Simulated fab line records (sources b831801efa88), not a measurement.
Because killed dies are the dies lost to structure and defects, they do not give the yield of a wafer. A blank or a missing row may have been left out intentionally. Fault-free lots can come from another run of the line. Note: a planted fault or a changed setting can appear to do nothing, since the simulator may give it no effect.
fab line records    flow sky130
record lots=5  wafers=15  lastDay=50
route steps=708 shown METAL5@661 PASSIVATION@681
lots with no fault: from the same line, run without faults
startH: hours from the record's first day to the start of the lot's first wafer shown    waitH: hours from the lot's prior step to this one    " unchanged from the row above    L1.1+2: several wafers, shown together as one row    - no value, or no start was given    * or withheld: withheld    < > ~ a bound
route shown NAME@n: NAME is a module with steps in the file, n the number in the route of the first one    usual: mean/standard deviation taken from wafers without a fault    same: alike in all rows    chamber/n: place in a boat    sites: readings site by site    _std_site: their standard deviation    _edge_site: the outer-site mean with the inner-site mean subtracted    radiusMm: how far each site lies from the wafer's centre    mask NAME#n: copy n    behind: the most recent tool/chamber to have shaped the wafer    hold: the reason the lot was held/the length of the hold in hours/how it ended    device: transistor that didn't switch, given as n, p or np    end of line: the route-end tests of the same wafers    step lacking rows: just its recipe    killed: the dies lost at the first sort to structure and to defects; this is not the yield of the wafer    map: shows each die of a wafer: x if killed, . if not, _ if none is there
set.NAME: the run value of the setting; set.NAME@STEP: its run value at that earlier step    model.NAME: the simulator's own value behind a step, which no gauge read
lots at selected steps of the route; one table per step, one row per wafer
services: the hour from which a tool's chamber was out of use, counted from the record's first day as startH (under 0 if before that day), plus the number of hours and why
## steps
# step SKY_METAL5_SPUTTER_00
# recipe material=Ti  targetThkNm=15  powerW=3000  timeS=10  chamberPressurePa=0.4
# usual cathodeDcPowerW=3000.0/0.55  throttleValvePct=30.1/0.91
lot.wafer  tool           chamber  startH   waitH  cathodeDcPowerW  throttleValvePct
L082.3     pvdSputter-02  -        1068.02  0.2    2999.2           31.1
L082.4     "              -        "        "      3000.1           30.8
L082.6     "              -        "        "      3000.1           30.1
L084.1     pvdSputter-02  -        1085.04  0.1    2999.4           30.8
L084.2     "              -        "        "      3000.6           31.1
L084.3     "              -        "        "      2999.8           29.6
L087.2     pvdSputter-02  -        1098.39  0.1    3000.7           30.8
L087.3     "              -        "        "      2999.7           30.1
L087.5     "              -        "        "      3000.0           29.8
L094.2     pvdSputter-02  -        1135.20  0.2    3000.3           30.9
L094.4     "              -        "        "      3000.1           31.4
L094.5     "              -        "        "      3000.0           29.7
L095.1     pvdSputter-01  -        1139.04  0.1    3000.0           31.0
L095.5     "              -        "        "      2999.8           31.2
L095.6     "              -        "        "      2999.2           29.0
# step SKY_METAL5_SPUTTER_01
# recipe material=TiN  targetThkNm=20  powerW=6500  timeS=16.7  chamberPressurePa=0.4
# usual cathodeDcPowerW=6500.0/1.2  throttleValvePct=30.1/0.91
lot.wafer  tool           chamber  startH   waitH  cathodeDcPowerW  throttleValvePct
L082.3     pvdSputter-02  -        1068.04  0.0    6499.8           31.1
L082.4     "              -        "        "      6499.6           30.4
L082.6     "              -        "        "      6499.0           30.4
L084.1     pvdSputter-02  -        1085.06  0.0    6500.5           30.7
L084.2     "              -        "        "      6498.9           31.1
L084.3     "              -        "        "      6499.0           29.8
L087.2     pvdSputter-02  -        1098.41  0.0    6499.5           30.9
L087.3     "              -        "        "      6501.8           30.4
L087.5     "              -        "        "      6500.1           29.4
L094.2     pvdSputter-02  -        1135.22  0.0    6500.8           30.9
L094.4     "              -        "        "      6501.7           31.3
L094.5     "              -        "        "      6500.5           29.4
L095.1     pvdSputter-01  -        1139.06  0.0    6498.3           31.1
L095.5     "              -        "        "      6500.3           31.4
L095.6     "              -        "        "      6498.2           29.4
# step SKY_METAL5_SPUTTER_02
# recipe material=AlCu  targetThkNm=1150  powerW=10600  timeS=61.2  chamberPressurePa=0.4
# usual cathodeDcPowerW=10600/2  throttleValvePct=30.1/0.94
lot.wafer  tool           chamber  startH   waitH  cathodeDcPowerW  throttleValvePct
L082.3     pvdSputter-02  -        1068.06  0.0    10602            31.1
L082.4     "              -        "        "      10603            30.9
L082.6     "              -        "        "      10598            30.3
L084.1     pvdSputter-02  -        1085.09  0.0    10599            30.6
L084.2     "              -        "        "      10600            31.4
L084.3     "              -        "        "      10600            29.2
L087.2     pvdSputter-02  -        1098.44  0.0    10600            30.8
L087.3     "              -        "        "      10601            30.3
L087.5     "              -        "        "      10601            29.5
L094.2     pvdSputter-02  -        1135.25  0.0    10598            30.8
L094.4     "              -        "        "      10597            30.9
L094.5     "              -        "        "      10599            29.4
L095.1     pvdSputter-01  -        1139.09  0.0    10601            31.1
L095.5     "              -        "        "      10596            31.3
L095.6     "              -        "        "      10599            28.9
# step SKY_METAL5_SPUTTER_03
# recipe material=Ti  targetThkNm=5  powerW=3000  timeS=3.3  chamberPressurePa=0.4
# usual cathodeDcPowerW=3000.0/0.55  throttleValvePct=30.0/0.92
lot.wafer  tool           chamber  startH   waitH  cathodeDcPowerW  throttleValvePct
L082.3     pvdSputter-02  -        1068.11  0.0    2999.0           31.5
L082.4     "              -        "        "      3000.4           30.8
L082.6     "              -        "        "      3000.7           30.2
L084.1     pvdSputter-02  -        1085.14  0.0    3000.4           30.8
L084.2     "              -        "        "      3000.5           31.2
L084.3     "              -        "        "      2999.2           29.5
L087.2     pvdSputter-02  -        1098.49  0.0    3000.0           30.5
L087.3     "              -        "        "      2999.2           30.2
L087.5     "              -        "        "      2999.5           29.6
L094.2     pvdSputter-02  -        1135.30  0.0    3000.3           30.7
L094.4     "              -        "        "      2999.8           31.3
L094.5     "              -        "        "      3000.5           29.4
L095.1     pvdSputter-01  -        1139.14  0.0    2999.8           31.1
L095.5     "              -        "        "      2999.7           31.5
L095.6     "              -        "        "      2999.3           29.0
# step SKY_METAL5_SPUTTER_04
# recipe material=TiN  targetThkNm=70  powerW=6500  timeS=58.3  chamberPressurePa=0.4
# usual cathodeDcPowerW=6500.1/1.2  throttleValvePct=30.1/0.9
lot.wafer  tool           chamber  startH   waitH  cathodeDcPowerW  throttleValvePct
L082.3     pvdSputter-02  -        1068.13  0.0    6499.2           31.4
L082.4     "              -        "        "      6501.5           30.8
L082.6     "              -        "        "      6501.1           30.3
L084.1     pvdSputter-02  -        1085.16  0.0    6500.4           30.8
L084.2     "              -        "        "      6499.7           31.1
L084.3     "              -        "        "      6500.7           30.0
L087.2     pvdSputter-02  -        1098.51  0.0    6499.5           30.7
L087.3     "              -        "        "      6497.5           30.1
L087.5     "              -        "        "      6500.0           29.5
L094.2     pvdSputter-02  -        1135.32  0.0    6499.2           30.7
L094.4     "              -        "        "      6497.9           31.4
L094.5     "              -        "        "      6498.4           29.4
L095.1     pvdSputter-01  -        1139.16  0.0    6499.8           31.7
L095.5     "              -        "        "      6500.9           31.1
L095.6     "              -        "        "      6500.4           29.2
# step SKY_METAL5_RS_MEAS_05
# recipe thkMeasGauge=four-point-probe  reads=TiN_of_METAL5_SPUTTER_04+Ti_of_METAL5_SPUTTER_03+AlCu_of_METAL5_SPUTTER_02+TiN_of_METAL5_SPUTTER_01+Ti_of_METAL5_SPUTTER_00
# usual METAL5_ALCU_RS=0.0270/0.00031
lot.wafer  tool          chamber  startH   waitH  METAL5_ALCU_RS[ohm/sq]
L082.3     filmMetro-04  -        1068.22  0.1    0.0268
L082.4     "             -        "        "      0.0265
L082.6     "             -        "        "      0.0271
L084.1     filmMetro-03  -        1085.21  0.0    0.0269
L084.2     "             -        "        "      0.0273
L084.3     "             -        "        "      0.0273
L087.2     filmMetro-03  -        1098.58  0.0    0.0262
L087.3     "             -        "        "      0.0269
L087.5     "             -        "        "      0.0270
L094.2     filmMetro-01  -        1135.39  0.0    0.0263
L094.4     "             -        "        "      0.0268
L094.5     "             -        "        "      0.0267
L095.1     filmMetro-03  -        1139.23  0.0    0.0273
L095.5     "             -        "        "      0.0274
L095.6     "             -        "        "      0.0273
# step SKY_METAL5_THK_MEAS_06
# recipe thkMeasGauge=xrf  reads=AlCu_of_METAL5_SPUTTER_02
# usual METAL5_ALCU_THK=1174/17
lot.wafer  tool          chamber  startH   waitH  METAL5_ALCU_THK[nm]
L082.3     filmMetro-04  -        1068.32  0.1    1188
L082.4     "             -        "        "      1199
L082.6     "             -        "        "      1177
L084.1     filmMetro-03  -        1085.33  0.1    1162
L084.2     "             -        "        "      1162
L084.3     "             -        "        "      1160
L087.2     filmMetro-03  -        1098.69  0.1    1205
L087.3     "             -        "        "      1179
L087.5     "             -        "        "      1181
L094.2     filmMetro-01  -        1135.50  0.1    1223
L094.4     "             -        "        "      1193
L094.5     "             -        "        "      1195
L095.1     filmMetro-03  -        1139.35  0.1    1161
L095.5     "             -        "        "      1151
L095.6     "             -        "        "      1146
# step SKY_METAL5_DEHYDRATE_07
# recipe tempC=200  timeS=60
# usual plateTempC=199.97/0.15
lot.wafer  tool           chamber  startH   waitH  plateTempC
L082.3     lithoTrack-04  0        1078.29  10.0   199.97
L082.4     "              0        "        "      200.15
L082.6     "              0        "        "      199.93
L084.1     lithoTrack-01  0        1094.63  9.3    199.76
L084.2     "              0        "        "      200.07
L084.3     "              0        "        "      200.00
L087.2     lithoTrack-04  0        1108.67  10.0   200.00
L087.3     "              0        "        "      199.79
L087.5     "              0        "        "      200.07
L094.2     lithoTrack-03  0        1143.32  7.8    199.94
L094.4     "              0        "        "      199.88
L094.5     "              0        "        "      200.16
L095.1     lithoTrack-01  0        1147.73  8.4    199.78
L095.5     "              0        "        "      199.80
L095.6     "              0        "        "      200.12
# step SKY_METAL5_HMDS_08
# recipe primeTimeS=60  primeTempC=120
lot.wafer   tool           chamber  startH   waitH
L082.3+4+6  lithoTrack-04  0        1078.44  0.1
L084.1+2+3  lithoTrack-01  0        1094.78  0.1
L087.2+3+5  lithoTrack-04  0        1108.82  0.1
L094.2+4+5  lithoTrack-03  0        1143.47  0.1
L095.1+5+6  lithoTrack-01  0        1147.88  0.1
# step SKY_METAL5_COAT_09
# recipe resist=NOVOLAK  spinRpm=3000  resistThkNm=1800
lot.wafer   tool           chamber  startH   waitH
L082.3+4+6  lithoTrack-04  0        1078.59  0.1
L084.1+2+3  lithoTrack-01  0        1094.93  0.1
L087.2+3+5  lithoTrack-04  0        1108.97  0.1
L094.2+4+5  lithoTrack-03  0        1143.62  0.1
L095.1+5+6  lithoTrack-01  0        1148.03  0.1
# step SKY_METAL5_SOFTBAKE_10
# recipe tempC=90  timeS=60  resist=NOVOLAK
# usual plateTempC=90.03/0.13
lot.wafer  tool           chamber  startH   waitH  plateTempC
L082.3     lithoTrack-04  0        1078.74  0.1    89.77
L082.4     "              0        "        "      90.12
L082.6     "              0        "        "      89.86
L084.1     lithoTrack-01  0        1095.08  0.1    90.06
L084.2     "              0        "        "      89.87
L084.3     "              0        "        "      90.02
L087.2     lithoTrack-04  0        1109.12  0.1    90.10
L087.3     "              0        "        "      90.03
L087.5     "              0        "        "      90.08
L094.2     lithoTrack-03  0        1143.77  0.1    89.94
L094.4     "              0        "        "      90.00
L094.5     "              0        "        "      90.13
L095.1     lithoTrack-01  0        1148.18  0.1    89.96
L095.5     "              0        "        "      90.02
L095.6     "              0        "        "      90.20
# step SKY_METAL5_EXPOSE_11
# recipe maskId=MM5  na=0.6  sourceShape=conventional  sigmaOuter=0.6  polarization=unpolarized  targetCdNm=1600  doseMj=190
lot.wafer   tool             chamber  startH  waitH  mask
L082.3+4+6  ilineStepper-02  0        -       -      MM5#0
L084.1+2+3  ilineStepper-01  0        -       -      MM5#0
L087.2+3+5  ilineStepper-01  0        -       -      MM5#0
L094.2+4+5  ilineStepper-01  0        -       -      MM5#0
L095.1+5+6  ilineStepper-01  0        -       -      MM5#0
# step SKY_METAL5_PEB_12
# recipe tempC=withheld  timeS=*  resist=NOVOLAK
lot.wafer   tool           chamber  startH  waitH
L082.3+4+6  lithoTrack-01  0        -       -
L084.1+2+3  lithoTrack-03  0        -       -
L087.2+3+5  lithoTrack-01  0        -       -
L094.2+4+5  lithoTrack-04  0        -       -
L095.1+5+6  lithoTrack-01  0        -       -
# step SKY_METAL5_DEVELOP_13
# recipe resist=NOVOLAK  developer=TMAH  developTimeS=60  devTempC=23
# usual developerTempC=22.98/0.11
lot.wafer  tool           chamber  startH   waitH  developerTempC
L082.3     lithoTrack-01  0        1088.83  0.1    23.16
L082.4     "              0        "        "      23.08
L082.6     "              0        "        "      23.30
L084.1     lithoTrack-03  0        1104.95  0.1    23.09
L084.2     "              0        "        "      23.15
L084.3     "              0        "        "      23.01
L087.2     lithoTrack-01  0        1118.16  0.1    23.12
L087.3     "              0        "        "      22.89
L087.5     "              0        "        "      23.00
L094.2     lithoTrack-04  0        1153.37  0.1    22.93
L094.4     "              0        "        "      23.05
L094.5     "              0        "        "      22.98
L095.1     lithoTrack-01  0        1157.48  0.1    23.06
L095.5     "              0        "        "      23.05
L095.6     "              0        "        "      23.24
# step SKY_METAL5_DESCUM_14
# recipe chemistry=O2  sourcePowerW=150  biasPowerW=0  pressureMtorr=10  tempC=40  timeS=11
# usual drypumpMotorCurrentA=5.9/0.39  oesProductAu=0.997/0.012
lot.wafer  tool         chamber  startH   waitH  drypumpMotorCurrentA  oesProductAu  rfHoursCounterH
L082.3     rieMetal-01  0        1088.94  0.1    6.0                   1.010         -
L082.4     "            1        "        "      5.9                   1.002         -
L082.6     "            1        "        "      5.9                   1.008         -
L084.1     rieMetal-04  1        1105.10  0.1    5.4                   0.986         11
L084.2     "            0        "        "      6.4                   0.997         8
L084.3     "            0        "        "      6.4                   0.984         -
L087.2     rieMetal-01  0        1118.28  0.1    6.0                   1.006         21
L087.3     "            0        "        "      6.0                   0.998         -
L087.5     "            0        "        "      6.0                   1.003         -
L094.2     rieMetal-04  1        1153.49  0.1    5.3                   0.977         16
L094.4     "            0        "        "      6.4                   1.004         -
L094.5     "            1        "        "      5.4                   0.982         -
L095.1     rieMetal-04  0        1157.63  0.1    6.4                   1.011         13
L095.5     "            1        "        "      5.4                   0.984         -
L095.6     "            0        "        "      6.4                   1.009         -
# step SKY_METAL5_METAL_ETCH_15
# recipe targetDepthA=12600  stopOn=SiO2  overEtchFrac=0.2  timeS=252  chemistry=Cl2/BCl3  resistSidewallDeg=86  pressureMtorr=10  icpW=900  biasW=48.5  Cl2_flow_sccm=60  bcl3FlowSccm=30
# usual biasW=48.50/0.15  drypumpMotorCurrentA=5.9/0.39  oesProductAu=0.894/0.0056  throttleValvePct=22.265/0.0094
lot.wafer  tool         chamber  startH   waitH  biasW  drypumpMotorCurrentA  oesProductAu  rfHoursCounterH  throttleValvePct
L082.3     rieMetal-01  0        1089.05  0.1    48.69  6.0                   0.900         -                22.249
L082.4     "            1        "        "      48.71  6.0                   0.901         -                22.269
L082.6     "            1        "        "      48.84  5.9                   0.894         -                22.242
L084.1     rieMetal-04  1        1105.13  0.0    48.60  5.3                   0.890         12               22.266
L084.2     "            0        "        "      48.70  6.4                   0.883         8                22.265
L084.3     "            0        "        "      48.68  6.4                   0.888         -                22.263
L087.2     rieMetal-01  0        1118.32  0.0    48.55  6.0                   0.897         21               22.267
L087.3     "            0        "        "      48.54  6.0                   0.890         -                22.261
L087.5     "            0        "        "      48.36  5.9                   0.896         -                22.266
L094.2     rieMetal-04  1        1153.53  0.0    48.50  5.4                   0.895         16               22.266
L094.4     "            0        "        "      48.53  6.3                   0.903         -                22.257
L094.5     "            1        "        "      48.46  5.4                   0.896         -                22.281
L095.1     rieMetal-04  0        1157.67  0.0    48.89  6.3                   0.890         13               22.273
L095.5     "            1        "        "      48.61  5.4                   0.899         -                22.261
L095.6     "            0        "        "      48.85  6.3                   0.893         -                22.262
# step SKY_METAL5_STRIP_16
# recipe chemistry=O2/N2  powerW=1400  pressureMtorr=1500  platenTempC=withheld  o2FlowSccm=3000  n2FlowSccm=300  overashFraction=0.5
# usual drypumpMotorCurrentA=5.8/0.32  oesProductAu=0.710/0.0046  stripTimeToEndpointS=13.12/0.17
lot.wafer  tool            chamber  startH   waitH  drypumpMotorCurrentA  oesProductAu  rfHoursCounterH  stripTimeToEndpointS
L082.3     plasmaAsher-01  0        1089.24  0.1    5.7                   0.707         -                12.79
L082.4     "               1        "        "      5.3                   0.712         -                12.91
L082.6     "               1        "        "      5.3                   0.703         -                12.90
L084.1     plasmaAsher-01  1        1105.37  0.2    5.3                   0.709         4                13.32
L084.2     "               0        "        "      5.7                   0.707         4                13.15
L084.3     "               1        "        "      5.3                   0.707         -                13.28
L087.2     plasmaAsher-01  0        1118.55  0.2    5.7                   0.709         5                13.11
L087.3     "               0        "        "      5.7                   0.712         -                13.06
L087.5     "               0        "        "      5.7                   0.712         -                13.03
L094.2     plasmaAsher-02  1        1153.76  0.2    6.0                   0.714         45               13.30
L094.4     "               0        "        "      5.8                   0.709         -                12.95
L094.5     "               0        "        "      5.8                   0.709         -                13.32
L095.1     plasmaAsher-03  0        1157.90  0.2    6.2                   0.707         108              13.15
L095.5     "               0        "        "      6.2                   0.707         -                13.27
L095.6     "               1        "        "      6.2                   0.710         -                13.08
# step SKY_METAL5_STRIP_17
# recipe chemistry=postEtchResidueRemover  timeS=1200  tempC=72.5
lot.wafer   tool         chamber  startH   waitH
L082.3+4+6  wetBench-04  3        1089.30  0.0
L084.1+2+3  wetBench-04  3        1105.47  0.1
L087.2+3+5  wetBench-04  3        1118.65  0.1
L094.2+4+5  wetBench-03  3        1153.86  0.1
L095.1+5+6  wetBench-04  0        1158.00  0.1
# step SKY_METAL5_CLEAN_18
# recipe chemistry=IPA  timeS=180  tempC=25
lot.wafer   tool         chamber  startH   waitH
L082.3+4+6  wetBench-02  3        1090.05  0.0
L084.1+2+3  wetBench-03  3        1105.81  0.0
L087.2+3+5  wetBench-02  1        1118.99  0.0
L094.2+4+5  wetBench-03  0        1154.21  0.0
L095.1+5+6  wetBench-02  3        1158.34  0.0
# step SKY_METAL5_CLEAN_19
# recipe chemistry=O3/DIW  dry=n2Spin
lot.wafer   tool         chamber  startH   waitH
L082.3+4+6  wetBench-03  2        1090.11  0.0
L084.1+2+3  wetBench-02  0        1105.87  0.0
L087.2+3+5  wetBench-04  1        1119.05  0.0
L094.2+4+5  wetBench-03  1        1154.26  0.0
L095.1+5+6  wetBench-04  2        1158.41  0.0
# step SKY_PASSIVATION_CVD_00
# recipe material=SiO2  targetThkNm=90  tempC=400  timeS=withheld  rfW=600
# usual heaterPowerW=638/62
lot.wafer  tool      chamber  startH   waitH  heaterPowerW
L082.3     pecvd-02  1        1090.20  0.0    683
L082.4     "         2        "        "      695
L082.6     "         0        "        "      584
L084.1     pecvd-02  0        1105.97  0.0    601
L084.2     "         1        "        "      634
L084.3     "         2        "        "      712
L087.2     pecvd-03  1        1119.14  0.0    617
L087.3     "         0        "        "      719
L087.5     "         0        "        "      756
L094.2     pecvd-02  1        1154.36  0.0    712
L094.4     "         0        "        "      547
L094.5     "         2        "        "      658
L095.1     pecvd-03  1        1158.50  0.0    657
L095.5     "         0        "        "      758
L095.6     "         1        "        "      643
# step SKY_PASSIVATION_THK_MEAS_01
# recipe reads=SiO2_of_PASSIVATION_CVD_00
# usual PASSIVATION_CVD_00_THK=89.9/1.2
lot.wafer  tool          chamber  startH   waitH  PASSIVATION_CVD_00_THK[nm]
L082.3     filmMetro-01  -        1090.24  -      89.8
L082.4     "             -        "        "      91.1
L082.6     "             -        "        "      91.8
L084.1     filmMetro-04  -        1105.99  -      89.1
L084.2     "             -        "        "      89.8
L084.3     "             -        "        "      89.1
L087.2     filmMetro-01  -        1119.18  -      88.0
L087.3     "             -        "        "      87.5
L087.5     "             -        "        "      88.7
L094.2     filmMetro-02  -        1154.39  -      89.7
L094.4     "             -        "        "      91.9
L094.5     "             -        "        "      91.4
L095.1     filmMetro-01  -        1158.52  -      90.3
L095.5     "             -        "        "      91.1
L095.6     "             -        "        "      92.8
# step SKY_PASSIVATION_CVD_02
# recipe material=Si3N4  targetThkNm=540  tempC=400  timeS=withheld  rfW=450
# usual heaterPowerW=695/79
lot.wafer  tool      chamber  startH   waitH  heaterPowerW
L082.3     pecvd-03  1        1090.28  0.0    733
L082.4     "         2        "        "      574
L082.6     "         0        "        "      849
L084.1     pecvd-04  0        1106.05  0.1    669
L084.2     "         2        "        "      708
L084.3     "         1        "        "      680
L087.2     pecvd-04  1        1119.23  0.0    658
L087.3     "         0        "        "      720
L087.5     "         1        "        "      675
L094.2     pecvd-03  0        1154.44  0.0    770
L094.4     "         1        "        "      811
L094.5     "         0        "        "      808
L095.1     pecvd-04  1        1158.58  0.1    580
L095.5     "         0        "        "      713
L095.6     "         1        "        "      620
# step SKY_PASSIVATION_THK_MEAS_03
# recipe reads=Si3N4_of_PASSIVATION_CVD_02
# usual PASSIVATION_CVD_02_THK=539/7.7
lot.wafer  tool          chamber  startH   waitH  PASSIVATION_CVD_02_THK[nm]
L082.3     filmMetro-01  -        1090.52  -      538
L082.4     "             -        "        "      555
L082.6     "             -        "        "      545
L084.1     filmMetro-02  -        1106.27  -      540
L084.2     "             -        "        "      531
L084.3     "             -        "        "      526
L087.2     filmMetro-01  -        1119.46  -      530
L087.3     "             -        "        "      536
L087.5     "             -        "        "      536
L094.2     filmMetro-02  -        1154.67  -      531
L094.4     "             -        "        "      537
L094.5     "             -        "        "      540
L095.1     filmMetro-01  -        1158.81  -      535
L095.5     "             -        "        "      548
L095.6     "             -        "        "      539
# step SKY_PASSIVATION_DEHYDRATE_04
# recipe tempC=200  timeS=60
# usual plateTempC=199.99/0.18
lot.wafer  tool           chamber  startH   waitH  plateTempC
L082.3     lithoTrack-04  0        1100.04  9.5    200.18
L082.4     "              0        "        "      200.26
L082.6     "              0        "        "      199.78
L084.1     lithoTrack-02  0        1115.44  9.2    199.94
L084.2     "              0        "        "      200.26
L084.3     "              0        "        "      200.17
L087.2     lithoTrack-02  0        1128.81  9.3    199.99
L087.3     "              0        "        "      200.05
L087.5     "              0        "        "      199.74
L094.2     lithoTrack-03  0        1162.32  7.6    200.22
L094.4     "              0        "        "      200.05
L094.5     "              0        "        "      199.95
L095.1     lithoTrack-03  0        1166.65  7.8    199.58
L095.5     "              0        "        "      199.64
L095.6     "              0        "        "      199.56
## services
tool             chamber  startH   hours  kind
ilineStepper-02  -        1046.18  5.3    repair
plasmaAsher-01   -        1055.25  9.0    pm
plasmaAsher-01   -        1070.60  2.8    pm
pecvd-02         -        1073.77  1.7    repair
pecvd-02         -        1079.67  1.1    repair
pvdSputter-01    1        1089.48  -      consumableReplace:kit
pvdSputter-01    1        1089.48  18.0   scheduledDown
pvdSputter-01    1        1089.48  18.0   ventCycle
pvdSputter-02    2        1090.29  -      consumableReplace:kit
pvdSputter-02    2        1090.29  18.0   scheduledDown
pvdSputter-02    2        1090.29  18.0   ventCycle
pecvd-04         2        1091.46  6.4    repair
ilineStepper-01  -        1092.28  2.4    repair
pecvd-03         -        1104.83  6.0    pm
pecvd-03         0        1126.71  2.1    scheduledDown
wetBench-03      -        1140.96  1.8    repair
pvdSputter-02    -        1141.14  7.7    repair
pvdSputter-01    -        1144.50  4.4    repair
pecvd-02         -        1148.77  5.5    pm
rieMetal-01      1        1149.30  9.1    repair
ilineStepper-01  -        1153.64  4.4    pm
ilineStepper-01  -        1158.08  1.7    pm
ilineStepper-02  -        1162.72  1.7    pm
pecvd-03         2        1166.46  5.5    scheduledDown
## key
fault none
